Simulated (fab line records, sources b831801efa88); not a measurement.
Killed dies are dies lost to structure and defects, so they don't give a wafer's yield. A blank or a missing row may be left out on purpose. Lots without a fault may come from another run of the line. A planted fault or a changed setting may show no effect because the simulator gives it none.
Which tool did it? | flow gf180mcu | 15 lots, 45 wafers sampled, at 4 steps of a route of 602

WHAT THE GAUGES READ, wafer by wafer
The record holds no reading of a measuring or inspecting step that can be judged against a usual standard deviation.

WHICH TOOL RAN EACH LOT (tool, then ch and the chambers of the sampled wafers, then the start)
lot  | GF_MIM_SPUTTER_03            | GF_MIM_CVD_05                   | GF_MIM_STRIP_20                      | GF_M5_PEB_05
L785 | pvd_sputter-04, day 24 18:24 | pecvd-03 ch 1,2, day 24 18:28   | plasma_asher-03 ch 0,1, day 25 15:42 | litho_track-04 ch 0, day 26 12:38
L786 | pvd_sputter-04, day 24 22:23 | pecvd-02 ch 0,1,2, day 24 22:27 | plasma_asher-03 ch 0,1, day 25 19:52 | litho_track-01 ch 0, day 26 16:23
L787 | pvd_sputter-03, day 25 06:44 | pecvd-04 ch 0,1,2, day 25 06:48 | plasma_asher-03 ch 0,1, day 26 04:10 | litho_track-04 ch 0, day 27 00:37
L788 | pvd_sputter-03, day 25 07:40 | pecvd-03 ch 0,1,2, day 25 07:43 | plasma_asher-04 ch 0,1, day 26 04:32 | litho_track-04 ch 0, day 27 00:58
L789 | pvd_sputter-03, day 26 05:05 | pecvd-03 ch 0,1, day 26 05:08   | plasma_asher-03 ch 0,1, day 27 01:46 | litho_track-01 ch 0, day 27 21:19
L790 | pvd_sputter-04, day 26 10:17 | pecvd-03 ch 0,1,2, day 26 10:21 | plasma_asher-02 ch 0,1, day 27 07:04 | litho_track-04 ch 0, day 28 02:16
L791 | pvd_sputter-04, day 26 20:38 | pecvd-03 ch 0,2, day 26 20:42   | plasma_asher-03 ch 0,1, day 27 17:19 | litho_track-04 ch 0, day 28 12:37
L792 | pvd_sputter-03, day 27 09:42 | pecvd-04 ch 0,2, day 27 09:46   | plasma_asher-04 ch 0,1, day 28 05:02 | litho_track-01 ch 0, day 29 00:50
L795 | pvd_sputter-04, day 28 05:01 | pecvd-02 ch 1,2, day 28 05:05   | plasma_asher-03 ch 0,1, day 29 00:35 | litho_track-01 ch 0, day 29 19:29
L796 | pvd_sputter-04, day 28 12:13 | pecvd-04 ch 1,2, day 28 12:16   | plasma_asher-03 ch 0,1, day 29 07:59 | litho_track-02 ch 0, day 30 02:39
L797 | pvd_sputter-02, day 28 17:37 | pecvd-04 ch 1,2, day 28 17:41   | plasma_asher-04 ch 0,1, day 29 12:24 | litho_track-04 ch 0, day 30 06:56
L798 | pvd_sputter-04, day 28 21:06 | pecvd-04 ch 0,1,2, day 28 21:10 | plasma_asher-04 ch 0,1, day 29 16:42 | litho_track-01 ch 0, day 30 11:39
L800 | pvd_sputter-03, day 29 07:57 | pecvd-02 ch 0,2, day 29 08:01   | plasma_asher-02 ch 0,1, day 30 03:22 | litho_track-04, day 30 21:16
L799 | pvd_sputter-02, day 29 10:30 | pecvd-04 ch 0,1,2, day 29 10:34 | plasma_asher-04 ch 0,1, day 30 05:39 | litho_track-02, day 30 23:42
L801 | pvd_sputter-04, day 29 14:57 | pecvd-04 ch 1,2, day 29 15:01   | plasma_asher-02 ch 0,1, day 30 08:58 | litho_track-04, day 31 02:52
- GF_MIM_SPUTTER_03: material Ti, target thk 10 nm, time 6.7 s.
- GF_MIM_CVD_05: deposits Si3N4, target thk 42 nm, time 29.086 s.
- GF_MIM_STRIP_20: strips in O2/N2.
- GF_M5_PEB_05: peb time 90 s.

WHAT THE TOOLS THEMSELVES READ (means of the sampled wafers that have a number; where no wafer has one, the mark that the record gives instead)
GF_MIM_SPUTTER_03. Usual: chamber_pressure_pa 0.3000 Pa, standard deviation 0.00065; throttle_valve_pct 29.9 %, standard deviation 1.3.
lot  | tool           | chamber_pressure_pa (Pa) | throttle_valve_pct (%) | flag
L785 | pvd_sputter-04 | 0.2991                   | 30.3                   |
L786 | pvd_sputter-04 | 0.2994                   | 30.6                   |
L787 | pvd_sputter-03 | 0.2997                   | 31.1                   |
L788 | pvd_sputter-03 | 0.2999                   | 30.3                   |
L789 | pvd_sputter-03 | 0.2995                   | 29.7                   |
L790 | pvd_sputter-04 | 0.2995                   | 29.5                   |
L791 | pvd_sputter-04 | 0.3003                   | 30.5                   |
L792 | pvd_sputter-03 | 0.3000                   | 30.5                   |
L795 | pvd_sputter-04 | 0.2999                   | 30.6                   |
L796 | pvd_sputter-04 | 0.2998                   | 29.4                   |
L797 | pvd_sputter-02 | 0.3001                   | 29.1                   |
L798 | pvd_sputter-04 | 0.3006                   | 30.1                   |
L800 | pvd_sputter-03 | 0.3003                   | 30.2                   |
L799 | pvd_sputter-02 | 0.2995                   | 29.1                   |
L801 | pvd_sputter-04 | 0.2994                   | 30.2                   |

GF_MIM_CVD_05. Usual: heater_power_outer_w 372 W, standard deviation 76; heater_power_w 638 W, standard deviation 120.
lot  | tool     | heater_power_outer_w (W) | heater_power_w (W) | flag
L785 | pecvd-03 | 404                      | 727                |
L786 | pecvd-02 | 358                      | 628                |
L787 | pecvd-04 | 391                      | 659                |
L788 | pecvd-03 | 393                      | 681                |
L789 | pecvd-03 | 412                      | 719                |
L790 | pecvd-03 | 357                      | 627                |
L791 | pecvd-03 | 312                      | 530                |
L792 | pecvd-04 | 397                      | 661                |
L795 | pecvd-02 | 322                      | 603                |
L796 | pecvd-04 | 454                      | 745                |
L797 | pecvd-04 | 405                      | 679                |
L798 | pecvd-04 | 364                      | 618                |
L800 | pecvd-02 | 313                      | 565                |
L799 | pecvd-04 | 384                      | 638                |
L801 | pecvd-04 | 445                      | 724                |

GF_MIM_STRIP_20. Usual: drypump_motor_current_A 5.8 A, standard deviation 0.44; heater_power_w 304 W, standard deviation 47; oes_product_au 0.692 a.u., standard deviation 0.0044; strip_time_to_endpoint_s 11.24 s, standard deviation 0.039.
lot  | tool            | drypump_motor_current_A (A) | heater_power_w (W) | oes_product_au (a.u.) | strip_time_to_endpoint_s (s) | flag
L785 | plasma_asher-03 | 5.6                         | 262                | 0.692                 | 11.28                        |
L786 | plasma_asher-03 | 5.6                         | 263                | 0.695                 | 11.32                        |
L787 | plasma_asher-03 | 6.0                         | 252                | 0.691                 | 11.24                        |
L788 | plasma_asher-04 | 5.8                         | 329                | 0.692                 | 11.20                        |
L789 | plasma_asher-03 | 5.6                         | 266                | 0.696                 | 11.25                        |
L790 | plasma_asher-02 | 5.8                         | 352                | 0.688                 | 11.21                        |
L791 | plasma_asher-03 | 5.6                         | 260                | 0.691                 | 11.29                        |
L792 | plasma_asher-04 | 5.8                         | 328                | 0.697                 | 11.24                        |
L795 | plasma_asher-03 | 5.6                         | 268                | 0.690                 | 11.17                        |
L796 | plasma_asher-03 | 5.6                         | 265                | 0.694                 | 11.26                        |
L797 | plasma_asher-04 | 5.8                         | 320                | 0.694                 | 11.28                        |
L798 | plasma_asher-04 | 5.8                         | 327                | 0.692                 | 11.26                        |
L800 | plasma_asher-02 | 5.8                         | 354                | 0.689                 | 11.24                        |
L799 | plasma_asher-04 | 5.6                         | 339                | 0.693                 | 11.22                        |
L801 | plasma_asher-02 | 5.9                         | 358                | 0.694                 | 11.26                        |

GF_M5_PEB_05. Usual: chill_plate_temp_C 23.00 C, standard deviation 0.11; exhaust_pa 45.2 Pa, standard deviation 0.87; plate_temp_C 134.99 C, standard deviation 0.14.
lot  | tool           | chill_plate_temp_C (C) | exhaust_pa (Pa) | plate_temp_C (C) | flag
L785 | litho_track-04 | 22.99                  | 45.4            | 135.15           |
L786 | litho_track-01 | 23.04                  | 45.7            | 135.10           |
L787 | litho_track-04 | 22.97                  | 45.7            | 134.86           |
L788 | litho_track-04 | 23.13                  | 44.1            | 135.07           |
L789 | litho_track-01 | 23.05                  | 45.1            | 135.15           |
L790 | litho_track-04 | 23.01                  | 45.1            | 135.26           |
L791 | litho_track-04 | 23.14                  | 46.4            | 134.92           |
L792 | litho_track-01 | 23.07                  | 45.4            | 135.12           |
L795 | litho_track-01 | 22.90                  | 45.3            | 135.07           |
L796 | litho_track-02 | 22.90                  | 45.3            | 134.79           |
L797 | litho_track-04 | 22.84                  | 45.1            | 134.86           |
L798 | litho_track-01 | 22.93                  | 45.6            | 135.10           |
L800 | litho_track-04 | -                      | -               | -                | OFF
L799 | litho_track-02 | -                      | -               | -                | OFF
L801 | litho_track-04 | -                      | -               | -                | OFF

THE ANSWER, worked out from the rows above alone
Rule: a lot is off if the mean of its wafers that have a number lies more than 3 standard deviations from the usual mean. A lot without any number at a reading at which 4 lots or more have one is off too. The other lots that the step has rows for count as sound. The gauges are gone through in route order, then the tools' own readings, and for those a lot's mean is taken as printed above. The first step at which some lot is off is used, and at that step the reading that is off furthest; a lot without a number counts as furthest.
Off: L800, L799, L801, at GF_M5_PEB_05 (chill_plate_temp_C). Without a number there: L800, L799, L801.
A tool fits if, at that step or a process step before it, it ran every lot that is off, and no sound lot after the first of them. None of those tried fits.

WHAT THE SIMULATOR HAD PUT IN
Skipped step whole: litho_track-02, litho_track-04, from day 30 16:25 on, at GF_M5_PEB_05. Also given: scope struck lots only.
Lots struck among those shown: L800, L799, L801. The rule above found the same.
